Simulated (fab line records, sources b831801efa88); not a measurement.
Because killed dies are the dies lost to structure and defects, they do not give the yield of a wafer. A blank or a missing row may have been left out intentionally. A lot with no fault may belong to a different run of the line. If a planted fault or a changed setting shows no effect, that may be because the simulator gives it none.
Problem report, 8D (eight disciplines) form, completed by code :: flow sky130 :: the parts of the form that need people (team, actions taken, sign-off) are left out

## 1. WHAT WENT WRONG
Wafers without a fault read 160.37 W, standard deviation 0.12; heater_power_total_W at SKY_NWELL_DEHYDRATE_03 reads a mean of 163.79 W on 9 wafers belonging to 3 lots. Measured from the usual mean, that is +29 standard deviations.
The step: time 60 s.
First seen on wafer L172.2, day 7 08:17, on litho_track-02. The record holds 36 wafers of 12 lots with a number at this step. By rule, "out" or "out of limits" means more than 4 standard deviations away from the usual mean. The rest of the wafers with a number are treated as sound.

## 2. WHAT IT IS; WHAT IT IS NOT
question: which readings at this step
is: heater_power_total_W, run_length_s
is not: -

question: which lots
is: L172, L173, L174
is not: L159, L160, L161, L162, L175, L178, L179, L181, L182

question: which wafers of those lots
is: all that have a number
is not: -

question: read on which tools
is: litho_track-02
is not: litho_track-01, litho_track-03

question: when
is: from day 7 08:17
is not: up to then (12 sound wafers); but 15 sound wafers of L175, L178, L179, L181, L182 came after

## 3. WHAT RULES OUT EACH SUSPECT
Counting: a tool at a process step up to the reading stays a suspect if it ran every lot that is out and no sound lot after the first of them.
- litho_track-02 at SKY_NWELL_DEHYDRATE_03 (time 60 s): kept. It ran every lot that is out, first L172 (day 7 08:17), and no sound lot after that; its last sound lot up to then is L160 (day 4 12:23). Out on those wafers are its own readings of heater_power_total_W, run_length_s.
After counting, what remains is litho_track-02 at SKY_NWELL_DEHYDRATE_03.

## 4. THE CAUSE (what the simulator had put in)
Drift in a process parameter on litho_track-02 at SKY_NWELL_DEHYDRATE_03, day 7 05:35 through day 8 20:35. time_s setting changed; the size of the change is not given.
This tool alone remained once counting was done.

## 5. THE EFFECT CHAIN, in route order
One row per reading whose mean, taken over the struck wafers that have a number, lies over 3 standard deviations from the usual. Only readings for which the record gives a usual standard deviation are gone through. hours: the time from each lot's start at the first step in this table that gives one to its start at this step, as a median over the lots. sigmas: the change in usual standard deviations.
hours: 0
step: SKY_NWELL_DEHYDRATE_03
reading: heater_power_total_W
usual: 160.37 W
on struck wafers: 163.79
change: +3.42
sigmas: +29

hours: 0
step: SKY_NWELL_DEHYDRATE_03
reading: run_length_s
usual: 89.14 s
on struck wafers: 85.47
change: -3.67
sigmas: -26
The process steps in it:
- SKY_NWELL_DEHYDRATE_03: time 60 s.
At these later measuring or inspecting steps, every struck wafer for which the step has a row has a number for every such reading, and none has moved that far: SKY_LDD_LDN_OVL_MEAS_07.

## 6. WHAT WOULD HAVE CAUGHT IT SOONER
First out-of-limits reading in this record: day 7 08:17, which is 3 hours after fault onset at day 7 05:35.
